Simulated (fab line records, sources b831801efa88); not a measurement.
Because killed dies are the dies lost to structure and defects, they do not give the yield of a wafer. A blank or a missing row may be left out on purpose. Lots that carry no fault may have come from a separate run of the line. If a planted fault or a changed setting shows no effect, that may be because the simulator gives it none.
Matching of chambers ; flow gf180mcu ; GF_PASSIVATION_CVD_02 on pecvd-03 has 3 sister chambers
The step deposits Si3N4, target thk 700 nm, time 486.18 s. 14 wafers are shown with their chamber, then 7 later ones without.

== EACH WAFER AND ITS CHAMBER ==
wafer;chamber;heater_power_w (W);rf_fwd_power_W (W)
L346.2;2;785;446.5
L346.4;0;780;451.3
L346.6;2;833;449.5
L354.1;0;798;448.1
L354.5;0;654;448.2
L354.6;2;702;448.1
L359.2;2;816;453.2
L359.3;2;858;449.8
L359.6;0;772;450.6
L362.1;0;813;448.2
L362.2;1;866;450.2
L362.3;2;822;449.8
L363.1;1;810;450.8
L363.2;0;678;449.3

SIGNATURES, as means of the wafers listed above
reading;chamber 0;chamber 1;chamber 2;scatter within a chamber
heater_power_w;749.17;838.00;802.67;59.2
rf_fwd_power_W;449.283;450.500;449.483;1.77
Rule: distance of a wafer from a chamber = root of the sum over the readings of ((wafer's reading minus chamber's mean) / reading's scatter) squared. The wafer belongs to the nearest chamber; if the next one is less than 2 further off, it can't be placed. The scatter is the square root of a quotient: the sum, over the shown wafers, of each reading's squared deviation from its chamber's mean, divided by wafers minus chambers.

== WAFERS WITH NO CHAMBER GIVEN ==
wafer;heater_power_w (W);rf_fwd_power_W (W)
L363.6;847;448.6
L368.3;792;450.3
L368.4;817;450.5
L368.6;664;448.4
L369.2;846;450.1
L369.3;667;450.9
L369.6;705;449.7

== WHICH CHAMBER EACH ONE RAN IN ==
wafer;from the rows above;in truth
L363.6;can't be placed: 2 or 1 or 0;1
L368.3;can't be placed: 2 or 1 or 0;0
L368.4;can't be placed: 1 or 2 or 0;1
L368.6;can't be placed: 0 or 2 or 1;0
L369.2;can't be placed: 1 or 2 or 0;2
L369.3;can't be placed: 0 or 2 or 1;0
L369.6;can't be placed: 0 or 2 or 1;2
Correct placement for 0 of the 7. These rows do not allow placing 7 (true chamber among the candidates in 7). Wrongly placed: 0.
